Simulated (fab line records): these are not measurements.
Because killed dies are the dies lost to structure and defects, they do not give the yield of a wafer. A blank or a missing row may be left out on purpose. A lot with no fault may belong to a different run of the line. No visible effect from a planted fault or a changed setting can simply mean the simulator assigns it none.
Which tool was responsible? | flow gf180mcu | 36 wafers from 13 lots sampled at 2 of the route's 602 steps

## WHAT THE GAUGES READ, wafer by wafer
GF_TOP_METAL_THK_MEAS_06: measures by xrf.
lot  | measured     | on            | TOP_METAL_ALCU_THK (nm)
L307 | day 27 18:07 | film metro-04 | 898 894 886
L308 | day 28 00:56 | film metro-03 | 897 898 905
L309 | day 28 09:10 | film metro-02 | 885 887 892
L310 | day 28 17:37 | film metro-03 | 897 907 903
L311 | day 29 03:40 | film metro-03 | 900 905 903
L314 | day 30 03:13 | film metro-04 | 898 898 901
L315 | day 30 13:04 | film metro-02 | 909 906 897
L316 | day 30 17:53 | film metro-02 | 883 885 874
L318 | day 31 08:42 | film metro-02 | 902 893 889
L320 | day 32 00:39 | film metro-04 | 883 894 894
L321 | day 32 06:50 | film metro-03 | 898 894
L322 | day 32 12:48 | film metro-04 | 919 921
L323 | day 32 18:40 | film metro-03 | 914 921

## WHAT TOOL EACH LOT RAN ON (gives the tool, then ch and the chambers of the sampled wafers, and finally the start)
lot  | GF_V5_SPUTTER_22
L307 | pvd sputter-02, day 27 17:05
L308 | pvd sputter-03, day 27 23:57
L309 | pvd sputter-04, day 28 07:56
L310 | pvd sputter-03, day 28 16:31
L311 | pvd sputter-02, day 29 02:22
L314 | pvd sputter-04, day 30 02:15
L315 | pvd sputter-02, day 30 12:02
L316 | pvd sputter-03, day 30 16:54
L318 | pvd sputter-02, day 31 07:43
L320 | pvd sputter-03, day 31 23:40
L321 | pvd sputter-04, day 32 05:38
L322 | pvd sputter-03, day 32 11:49
L323 | pvd sputter-03, day 32 17:41
- GF_V5_SPUTTER_22: material TiN, target thk 10 nm, time 40 s.

## WHAT THE TOOLS THEMSELVES READ (means of the sampled wafers that have a number; where no wafer has one, the mark that the record gives instead)
GF_V5_SPUTTER_22.
lot  | tool           | throttle valve pct (%)
L307 | pvd sputter-02 | 31.6
L308 | pvd sputter-03 | 28.8
L309 | pvd sputter-04 | 29.0
L310 | pvd sputter-03 | 29.6
L311 | pvd sputter-02 | 30.8
L314 | pvd sputter-04 | 29.5
L315 | pvd sputter-02 | 30.7
L316 | pvd sputter-03 | 29.2
L318 | pvd sputter-02 | 31.2
L320 | pvd sputter-03 | 28.8
L321 | pvd sputter-04 | 28.9
L322 | pvd sputter-03 | 28.9
L323 | pvd sputter-03 | 28.0

## THE ANSWER, worked out from the rows above alone
Rule: the lots themselves supply what counts as usual. The widest of any qualifying gaps counts: lots, ordered by their means at a reading, are off when they make up no more than a third of the lots, leave a main group of 4 or more, and stand apart from it by 3 or more times the standard deviation of that group's means. A main group is skipped when, at the precision printed for the reading in the tables above, its means are all equal. A lot without any number at a reading at which 4 lots or more have one is off too. Where the step has rows for the other lots, those lots are counted as sound. Order of review: gauges by route order, followed by the tools' own readings, for which a lot's mean as printed above is used. At the first step where some lot is off, the reading lying furthest off is the one used; lots without a number count as furthest.
Across all readings shown, no lot is off: no conclusion can be drawn from this.

## WHAT THE SIMULATOR HAD INSERTED
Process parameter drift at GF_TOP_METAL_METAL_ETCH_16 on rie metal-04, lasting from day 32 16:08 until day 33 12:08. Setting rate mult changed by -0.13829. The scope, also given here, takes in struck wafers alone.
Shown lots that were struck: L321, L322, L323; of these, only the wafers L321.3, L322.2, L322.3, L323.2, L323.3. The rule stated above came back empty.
